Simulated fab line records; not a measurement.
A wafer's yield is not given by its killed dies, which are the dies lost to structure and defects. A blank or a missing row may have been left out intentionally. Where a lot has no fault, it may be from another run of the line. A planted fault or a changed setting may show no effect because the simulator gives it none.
A struck lot beside a sound one	flow sky130	16 out of 708 route steps
Sound: these wafers, L399.1, L399.3, L399.6. Struck: wafer L413.5 (left out: L413.3, L413.6 of the same lot, which were not struck); the cause appears at the end.
Order at every step that has rows: each side's tool, ch and its chambers, its first start. Under that, the readings that differ: sound wafers	struck wafers	difference of the means	sigmas: that difference in standard deviations of wafers without a fault.
alike: readings whose means differ by less than 2 such deviations, and words and numbers that are the same on both sides. not compared: withheld readings, readings that some wafer has no value for, bounds like >300 that may hide the same value, and numbers for which the record gives no deviation and whose values overlap.
A row with sigmas, a row that says differs or no value, or rows on one side alone: a step with any of these is where the two part. Non-overlapping numbers with no deviation appear without sigmas and do not part them. Lack of a reading on every wafer of one side parts them only where that side has two or more wafers.

first, 8 steps without rows for these wafers: SKY_METAL1_DEHYDRATE_07 (time 60 s); SKY_METAL1_HMDS_08 (prime time 60 s); SKY_METAL1_COAT_09 (resist thk 60 nm); SKY_METAL1_COAT_10 (resist thk 450 nm); SKY_METAL1_SOFTBAKE_11 (time 90 s); SKY_METAL1_EXPOSE_12 (exposes mask MM1, target cd 140 nm); SKY_METAL1_PEB_13; SKY_METAL1_DEVELOP_14 (develop time 60 s).
SKY_METAL1_CD_MEAS_15: target cd 140 nm.
  sound on cdSem-02 at day 32 21:16; struck on cdSem-02 at day 37 18:16
  alike: cdNm
SKY_METAL1_OVL_MEAS_16:
  sound on overlay-02 at day 32 21:23; struck on overlay-01 at day 37 18:22
  alike: METAL1_OVL
SKY_METAL1_DESCUM_17: chemistry O2, time 8 s.
  sound on rieMetal-04 ch 1, day 32 21:26; struck on rieMetal-02 ch 0, day 37 18:23
  alike: drypumpMotorCurrentA, oesProductAu
  not compared: rfHoursCounterH
SKY_METAL1_ETCH_18: etches BARC in N2/H2, stops on SiO2, time 45.9 s, target depth 60 nm.
  sound on rieMetal-04 ch 1, day 32 21:28; struck on rieMetal-02 ch 0, day 37 18:26
  alike: drypumpMotorCurrentA, oesProductAu, throttleValvePct
  not compared: rfHoursCounterH
SKY_METAL1_METAL_ETCH_19: etches the open film in Cl2/BCl3, stops on SiO2, target depth 360 nm, time 78 s.
  sound on rieMetal-04 ch 1, day 32 21:31; struck on rieMetal-02 ch 0, day 37 18:30
reading	sound	struck	difference	sigmas
oesProductAu (a.u.)	0.858 0.848 0.864	0.796	-0.061	-10
overEtchFrac	0.3 0.3 0.3	0.4978	+0.1978	
model.KrF-thick_of_METAL1_COAT_10.thkNm (nm)	163 164.2 160.4	114.2	-48.3	
  alike: drypumpMotorCurrentA, throttleValvePct
  not compared: rfHoursCounterH, model.SiO2_of_CONTACT_HDPCVD_02.thkNm
SKY_METAL1_STRIP_20: strips in O2/N2.
  sound on plasmaAsher-01 ch 0,1, day 32 21:37; struck on plasmaAsher-02 ch 0, day 37 18:36
reading	sound	struck	difference	sigmas
oesProductAu (a.u.)	0.346 0.345 0.342	0.317	-0.027	-6
stripTimeToEndpointS (s)	2.75 2.77 2.72	2.22	-0.53	-11
  alike: drypumpMotorCurrentA
  not compared: rfHoursCounterH
then, 1 step without rows for these wafers: SKY_METAL1_STRIP_21 (strips in post etch residue remover, time 1200 s).
-- the record jumps here: 12 days lie between the struck wafers' starts before and after (it left off in module METAL1 and takes up again in module PAD_OPEN, whose first step shown is number 708 of the route) --
SKY_PAD_OPEN_PROBE_99:
  sound on prober-02 at day 45 19:32; struck on prober-02 at day 49 09:31
reading	sound	struck	difference	sigmas
sort_bin_3_pad_short (%)	0.4 0.8 0.4	1.4	+0.9	+2
  alike: defectLimitedYield, killed_at_M0_to_M3, killed_at_M4_up, killedAtContacts, killedAtFrontEnd, killedAtOther, killedDies, killedOpen, killedShort, sort_bin_5_function, sort_bin_6_memory, sortNPass, sortYieldPct

WHERE THEY PART
Last at SKY_PAD_OPEN_PROBE_99 as far as this record goes, first at SKY_METAL1_METAL_ETCH_19.

WHY: what the simulator had put in
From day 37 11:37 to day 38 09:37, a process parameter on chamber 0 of rieMetal-02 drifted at SKY_METAL1_METAL_ETCH_19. The setting overEtchFrac was moved by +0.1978, starting from 0.3. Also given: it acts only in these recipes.
